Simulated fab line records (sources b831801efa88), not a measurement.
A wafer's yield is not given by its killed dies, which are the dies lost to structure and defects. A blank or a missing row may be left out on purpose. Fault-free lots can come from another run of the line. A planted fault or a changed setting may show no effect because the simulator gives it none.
Which tool was responsible? ; flow gf180mcu ; 11 lots, 33 wafers sampled, at 5 steps of a route of 602

## WHAT THE GAUGES READ, wafer by wafer
GF_V2_THK_MEAS_03. Usual: V2_CVD_02_THK typically reads 849 nm, with standard deviation 11.
lot;measured;on;V2_CVD_02_THK (nm);flag
L188;day 18 21:07;film-metro-04;834 854 867;
L191;day 20 14:28;film-metro-02;840 841 857;
L196;day 23 02:26;film-metro-02;845 1279 861;OFF
L197;day 23 11:52;film-metro-04;1269 833 1283;OFF
L201;day 24 10:26;film-metro-02;872 854 862;
L206;day 25 20:24;film-metro-02;833 825 847;
L207;day 26 00:53;film-metro-03;825 850 863;
L208;day 26 02:56;film-metro-03;851 850 856;
L209;day 26 16:40;film-metro-02;834 843 840;
L210;day 26 21:04;film-metro-02;853 875 861;
L211;day 27 13:28;film-metro-03;843 835 857;

GF_V2_CD_MEAS_14: the cd target is 260 nm. Usual: cd-nm at 260.1 nm, with a standard deviation of 1.3.
lot;measured;on;cd-nm (nm);flag
L188;day 19 21:59;cd-sem-01;260.3 260.9 260.5;
L191;day 21 14:49;cd-sem-01;262.5 263.3 262.9;
L196;day 24 02:01;cd-sem-02;260.3 259.3 259.4;
L197;day 24 10:46;cd-sem-01;257.4 257.6 256.8;
L201;day 25 07:55;cd-sem-02;259.8 258.6 260.0;
L206;day 26 18:01;cd-sem-02;259.2 259.9 259.3;
L207;day 26 21:41;cd-sem-01;259.7 259.2 260.2;
L208;day 27 00:38;cd-sem-01;259.0 259.5 260.5;
L209;day 27 12:50;cd-sem-02;259.2 260.4 257.9;
L210;day 27 17:25;cd-sem-02;260.5 260.6 259.7;
L211;day 28 09:21;cd-sem-01;260.4 260.5 260.2;

## WHICH TOOL RAN EACH LOT (tool, then ch and the chambers of the sampled wafers, then the start)
lot;GF_V1_CMP_04;GF_V2_CVD_02;GF_V2_CMP_04
L188;cmp-01 ch 0,1,3, day 16 22:18;pecvd-01 ch 0,1,2, day 18 21:02;cmp-01 ch 0,1,2, day 18 21:10
L191;cmp-01 ch 1,2,3, day 18 12:04;pecvd-04 ch 0,1,2, day 20 14:23;cmp-01 ch 0,1,2, day 20 14:37
L196;cmp-01 ch 0,3, day 21 00:09;pecvd-04 ch 0,1, day 23 02:22;cmp-01 ch 0,2,3, day 23 02:29
L197;cmp-02 ch 0,1,3, day 21 10:47;pecvd-04 ch 0,1,2, day 23 11:48;cmp-02 ch 0,1,2, day 23 11:59
L201;cmp-01 ch 0,1,2, day 22 09:17;pecvd-01 ch 0,1,2, day 24 10:21;cmp-01 ch 0,2, day 24 10:29
L206;cmp-02 ch 1,2,3, day 23 21:47;pecvd-04 ch 0,1, day 25 20:20;cmp-02 ch 0,2, day 25 20:31
L207;cmp-02 ch 0,2,3, day 24 01:38;pecvd-02 ch 1,2, day 26 00:49;cmp-02 ch 0,1,3, day 26 00:57
L208;cmp-02 ch 0,1,3, day 24 05:46;pecvd-04 ch 0,2, day 26 02:52;cmp-02 ch 1,2, day 26 02:59
L209;cmp-01 ch 0,2, day 24 19:29;pecvd-04 ch 0,1,2, day 26 16:34;cmp-02 ch 0,1, day 26 16:47
L210;cmp-01 ch 0,1,3, day 24 23:29;pecvd-02 ch 0,2, day 26 20:59;cmp-01 ch 1,2, day 26 21:07
L211;cmp-01 ch 0,1,2, day 25 17:59;pecvd-04 ch 0,2, day 27 13:23;cmp-02 ch 0,1,3, day 27 13:37
- GF_V1_CMP_04: polishes SiO2.
- GF_V2_CVD_02: deposits SiO2 from TEOS, target thk 850 nm, time 94.851 s.
- GF_V2_CMP_04: polishes SiO2.

## AS READ BY THE TOOLS THEMSELVES (means over the sampled wafers that have a number; for cases with no such wafer, the mark the record gives instead)
GF_V1_CMP_04. Usual: edge-zone-pressure-frac 1.000, standard deviation 0.0047; motor-current-A 11.7 A, standard deviation 0.97; slurry-filter-dp-kPa 13.49 kPa, standard deviation 0.13; time-to-endpoint-s 81 s, standard deviation 5.3.
lot;tool;edge-zone-pressure-frac;motor-current-A (A);slurry-filter-dp-kPa (kPa);time-to-endpoint-s (s);flag
L188;cmp-01;0.997;11.5;13.45;80;
L191;cmp-01;1.000;11.6;13.57;78;
L196;cmp-01;1.000;12.0;13.47;71;
L197;cmp-02;1.001;11.3;13.48;78;
L201;cmp-01;1.001;11.3;13.51;77;
L206;cmp-02;1.008;12.1;13.57;84;
L207;cmp-02;0.998;11.6;13.51;77;
L208;cmp-02;1.002;11.6;13.40;85;
L209;cmp-01;0.998;11.6;13.46;78;
L210;cmp-01;0.994;11.5;13.45;83;
L211;cmp-01;1.002;11.2;13.49;81;

GF_V2_CVD_02. Usual: heater-power-w at 679 W, with a standard deviation of 87.
lot;tool;heater-power-w (W);flag
L188;pecvd-01;703;
L191;pecvd-04;666;
L196;pecvd-04;650;
L197;pecvd-04;661;
L201;pecvd-01;714;
L206;pecvd-04;644;
L207;pecvd-02;720;
L208;pecvd-04;604;
L209;pecvd-04;649;
L210;pecvd-02;636;
L211;pecvd-04;623;

GF_V2_CMP_04. Usual: edge-zone-pressure-frac 1.001, standard deviation 0.0051; motor-current-A 11.7 A, standard deviation 0.88; slurry-filter-dp-kPa 13.53 kPa, standard deviation 0.13; time-to-endpoint-s 80 s, standard deviation 5.7.
lot;tool;edge-zone-pressure-frac;motor-current-A (A);slurry-filter-dp-kPa (kPa);time-to-endpoint-s (s);flag
L188;cmp-01;0.999;11.2;13.38;74;
L191;cmp-01;1.005;11.4;13.56;78;
L196;cmp-01;0.999;12.3;13.59;136;OFF
L197;cmp-02;1.003;11.9;13.49;186;OFF
L201;cmp-01;1.001;11.6;13.46;80;
L206;cmp-02;0.999;11.2;13.47;77;
L207;cmp-02;0.999;11.5;13.41;81;
L208;cmp-02;0.995;12.0;13.55;82;
L209;cmp-02;1.002;12.2;13.59;80;
L210;cmp-01;1.001;11.4;13.65;83;
L211;cmp-02;1.001;11.8;13.51;79;

## THE ANSWER, worked out from the rows above alone
Rule: a lot is off if the mean of its wafers that have a number lies more than 3 standard deviations from the usual mean. Also off: a lot with no number at a reading for which 4 or more lots have one. The other lots that the step has rows for count as sound. The gauges are gone through in route order, then the tools' own readings, and for those a lot's mean is taken as printed above. At the first step where some lot is off, the reading lying furthest off is the one used; lots without a number count as furthest.
Off: L196, L197, seen at GF_V2_THK_MEAS_03 (V2_CVD_02_THK).
If a tool, at a process step before that reading, ran all the lots that are off and no sound lot after the first of them, it fits. Not tried: the gauges at GF_V2_THK_MEAS_03; whatever is off there is also off at GF_V2_CMP_04, on other tools, and gauge error can't account for it. No candidate that was tried fits.

## WHAT WAS PUT IN BY THE SIMULATOR
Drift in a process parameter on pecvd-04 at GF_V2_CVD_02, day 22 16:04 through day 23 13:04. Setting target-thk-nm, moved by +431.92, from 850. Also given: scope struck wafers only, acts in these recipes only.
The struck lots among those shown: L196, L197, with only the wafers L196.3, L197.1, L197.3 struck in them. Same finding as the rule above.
